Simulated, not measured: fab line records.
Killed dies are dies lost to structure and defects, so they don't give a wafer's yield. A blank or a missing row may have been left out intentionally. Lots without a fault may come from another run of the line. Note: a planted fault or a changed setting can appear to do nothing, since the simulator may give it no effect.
The tool behind it: which one?	flow sfqLine	42 wafers from 14 lots sampled at 4 of the route's 325 steps

== WHAT THE GAUGES SHOWED, per wafer ==
SFQ_L0V_OVL_MEAS_903. Usual: L0V_OVL typically reads 0 nm, with standard deviation 4.6.
lot	measured	on	L0V_OVL (nm)	flag
L862	day 7 14:16	overlay-02	1 3 2	
L863	day 7 22:47	overlay-02	-1 -4 -2	
L865	day 8 07:58	overlay-02	-5 -1 -2	
L866	day 8 12:44	overlay-01	10 5 3	
L867	day 8 16:20	overlay-02	3 8 4	
L868	day 8 17:32	overlay-02	4 4 5	
L869	day 9 00:44	overlay-01	4 7 5	
L870	day 9 06:44	overlay-01	-5 -2 -6	
L873	day 9 23:32	overlay-01	0 -2 1	
L874	day 10 09:07	overlay-02	7 7 5	
L878	day 11 15:07	overlay-01	2 1 5	
L879	day 12 00:43	overlay-01	-6 -6 -6	
L880	day 12 04:19	overlay-02	-6 2 -2	
L885	day 13 03:55	overlay-02	4 0 1	

SFQ_M7_RS_MEAS_943: the measuring method here is four-point-probe. Usual: M7_NB_RS typically reads 0.886 ohm/sq, with standard deviation 0.0073.
lot	measured	on	M7_NB_RS (ohm/sq)	flag
L862	day 68 08:20	filmMetro-04	0.893 0.897 0.894	
L863	day 68 15:32	filmMetro-04	0.891 0.890 0.881	
L865	day 68 21:31	filmMetro-04	0.885 0.876 0.888	
L866	day 69 05:55	filmMetro-02	0.883 0.873 0.876	
L867	day 69 19:07	filmMetro-01	0.888 0.891 0.892	
L868	day 72 20:25	filmMetro-02	0.886 0.877 0.883	
L869	day 72 22:20	filmMetro-01	0.440 0.441 0.443	OFF
L870	day 73 01:07	filmMetro-01	0.887 0.887 0.882	
L873	day 73 22:18	filmMetro-02	0.442 0.444 0.444	OFF
L874	day 74 00:25	filmMetro-02	0.881 0.889 0.885	
L878	day 77 14:01	filmMetro-01	0.888 0.893 0.876	
L879	day 78 11:44	filmMetro-01	0.893 0.881 0.887	
L880	day 79 13:42	filmMetro-02	0.890 0.891 0.893	
L885	day 80 01:42	filmMetro-04	0.869 0.869 0.882	

== TOOL THAT RAN EACH LOT (tool first, then ch and the chambers of the sampled wafers, then the start) ==
lot	SFQ_TRILAYER_I0_VIA_STRIP_STRIP_035	SFQ_TRILAYER_M7_DEP_SPUTTER_175
L862	rieMetal-03 ch 0,1, day 12 22:05	pvdSputter-05, day 68 08:13
L863	rieMetal-04 ch 1, day 13 00:41	pvdSputter-06, day 68 15:25
L865	rieMetal-04 ch 0,1, day 13 06:43	pvdSputter-06, day 68 21:25
L866	rieMetal-04 ch 0,1, day 13 16:19	pvdSputter-03, day 69 05:49
L867	rieMetal-03 ch 1, day 13 17:31	pvdSputter-06, day 69 19:01
L868	rieMetal-04 ch 0,1, day 13 22:19	pvdSputter-06, day 72 20:19
L869	rieMetal-03 ch 0,1, day 14 04:19	pvdSputter-05, day 72 21:59
L870	rieMetal-04 ch 0,1, day 14 16:00	pvdSputter-05, day 73 01:02
L873	rieMetal-04 ch 1, day 15 10:45	pvdSputter-03, day 73 21:56
L874	rieMetal-02 ch 0,1, day 15 16:45	pvdSputter-05, day 74 00:20
L878	rieMetal-03 ch 0,1, day 16 11:57	pvdSputter-03, day 77 13:54
L879	rieMetal-04 ch 1, day 16 20:21	pvdSputter-03, day 78 11:38
L880	rieMetal-04 ch 0,1, day 17 00:09	pvdSputter-05, day 79 13:33
L885	rieMetal-02 ch 0,1, day 18 00:00	pvdSputter-03, day 80 01:33
- SFQ_TRILAYER_I0_VIA_STRIP_STRIP_035: strips in O2.
- SFQ_TRILAYER_M7_DEP_SPUTTER_175: material Nb, target thk 200 nm, time 133.3 s.

== AS READ BY THE TOOLS THEMSELVES (means over the sampled wafers that have a number; for cases with no such wafer, the mark the record gives instead) ==
SFQ_TRILAYER_I0_VIA_STRIP_STRIP_035. Usual: chamberPressureMTorr 50.00 mTorr, standard deviation 0.043; drypumpMotorCurrentA 5.8 A, standard deviation 0.52; oesProductAu 0.999 a.u., standard deviation 0.0082.
lot	tool	chamberPressureMTorr (mTorr)	drypumpMotorCurrentA (A)	oesProductAu (a.u.)	flag
L862	rieMetal-03	50.01	5.6	1.002	
L863	rieMetal-04	50.01	5.3	1.003	
L865	rieMetal-04	50.00	5.9	0.987	
L866	rieMetal-04	50.00	5.6	1.001	
L867	rieMetal-03	49.97	5.0	1.006	
L868	rieMetal-04	49.99	5.6	1.005	
L869	rieMetal-03	49.98	5.3	0.995	
L870	rieMetal-04	49.95	5.6	1.005	
L873	rieMetal-04	50.01	5.3	1.007	
L874	rieMetal-02	50.00	6.2	0.999	
L878	rieMetal-03	49.98	5.7	1.004	
L879	rieMetal-04	50.02	5.3	1.007	
L880	rieMetal-04	50.00	5.6	1.005	
L885	rieMetal-02	49.97	6.2	0.985	

SFQ_TRILAYER_M7_DEP_SPUTTER_175. Usual: basePressurePa 1.34e-06 Pa, standard deviation 7.6e-08; chamberPressurePa 0.1333 Pa, standard deviation 0.00031; throttleValvePct 30.0 %, standard deviation 1.1.
lot	tool	basePressurePa (Pa)	chamberPressurePa (Pa)	throttleValvePct (%)	flag
L862	pvdSputter-05	1.37e-06	0.1333	31.5	
L863	pvdSputter-06	1.30e-06	0.1332	29.3	
L865	pvdSputter-06	1.34e-06	0.1337	29.2	
L866	pvdSputter-03	1.36e-06	0.1334	30.1	
L867	pvdSputter-06	1.29e-06	0.1328	29.5	
L868	pvdSputter-06	1.34e-06	0.1334	29.3	
L869	pvdSputter-05	1.28e-06	0.1333	29.9	
L870	pvdSputter-05	1.29e-06	0.1333	29.4	
L873	pvdSputter-03	1.29e-06	0.1331	30.9	
L874	pvdSputter-05	1.25e-06	0.1334	30.4	
L878	pvdSputter-03	1.37e-06	0.1333	29.3	
L879	pvdSputter-03	1.28e-06	0.1331	30.9	
L880	pvdSputter-05	1.35e-06	0.1335	30.3	
L885	pvdSputter-03	1.30e-06	0.1333	30.0	

== THE ANSWER, worked out from the rows above alone ==
Rule: lot off if the mean of its wafers having a number is beyond 3 standard deviations from the usual mean. A lot without any number at a reading at which 4 lots or more have one is off too. Where the step has rows for the other lots, those lots are counted as sound. First the gauges in route order, then the tools' own readings, where a lot's mean is used as printed above. The first step at which some lot is off is used, and at that step the reading that is off furthest; a lot without a number counts as furthest.
Off: L869, L873, at SFQ_M7_RS_MEAS_943 (M7_NB_RS).
If a tool, at a process step before that reading, ran all the lots that are off and no sound lot after the first of them, it fits. The gauges at SFQ_M7_RS_MEAS_943 are tried like those tools. Not one of the candidates tried fits.

== WHAT THE SIMULATOR HAD PUT IN ==
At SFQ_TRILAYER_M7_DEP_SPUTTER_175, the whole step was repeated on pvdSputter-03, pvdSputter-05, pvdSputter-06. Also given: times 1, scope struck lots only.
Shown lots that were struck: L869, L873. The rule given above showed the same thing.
